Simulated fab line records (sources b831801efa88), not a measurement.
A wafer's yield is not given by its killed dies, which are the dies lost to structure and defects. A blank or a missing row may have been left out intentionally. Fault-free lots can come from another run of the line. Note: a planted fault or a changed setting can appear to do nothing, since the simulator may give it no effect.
Chamber matching + flow gf180mcu + GF_V5_CMP_04 on cmp-02: 4 sister chambers
The step polishes SiO2. 8 wafers are shown with their chamber, then 7 later ones without.

WAFERS PAIRED WITH THEIR CHAMBERS
| wafer  | chamber | motorCurrentA (A) |
|--------|---------|-------------------|
| L084.3 | 1       | 10.9              |
| L084.4 | 0       | 13.1              |
| L084.5 | 0       | 13.7              |
| L093.1 | 3       | 15.0              |
| L093.4 | 2       | 12.9              |
| L093.6 | 1       | 11.0              |
| L094.2 | 3       | 15.1              |
| L094.4 | 2       | 12.9              |

WAFERS WITH NO CHAMBER GIVEN
| wafer  | motorCurrentA (A) |
|--------|-------------------|
| L094.6 | 13.0              |
| L096.2 | 14.6              |
| L096.3 | 13.5              |
| L096.4 | 13.1              |
| L097.1 | 13.7              |
| L097.4 | 13.3              |
| L097.5 | 15.8              |

THE CHAMBER EACH PASSED THROUGH
| wafer  | from the rows above     | in truth |
|--------|-------------------------|----------|
| L094.6 | can't be placed: 2 or 0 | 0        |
| L096.2 | 3                       | 3        |
| L096.3 | 0                       | 0        |
| L096.4 | can't be placed: 2 or 0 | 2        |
| L097.1 | 0                       | 0        |
| L097.4 | can't be placed: 0 or 2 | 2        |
| L097.5 | 3                       | 3        |
Placed correctly: 4 of 7. Unplaceable from these rows: 3, with the true chamber sitting among the candidates in 3. Number placed wrongly: 0.
How it was worked out, from the rows above alone: a wafer's distance from a chamber is the root of the sum, over the readings, of the square of ((its reading less the chamber's mean) divided by the reading's scatter). If the next closest chamber is less than 2 further off than the closest, the wafer can't be placed; otherwise it belongs to the closest. The mean given for a chamber averages the wafers shown for that chamber. The scatter: take each reading less its chamber's mean, square it, sum over the shown wafers, divide by the number of wafers less the number of chambers, and take the root.
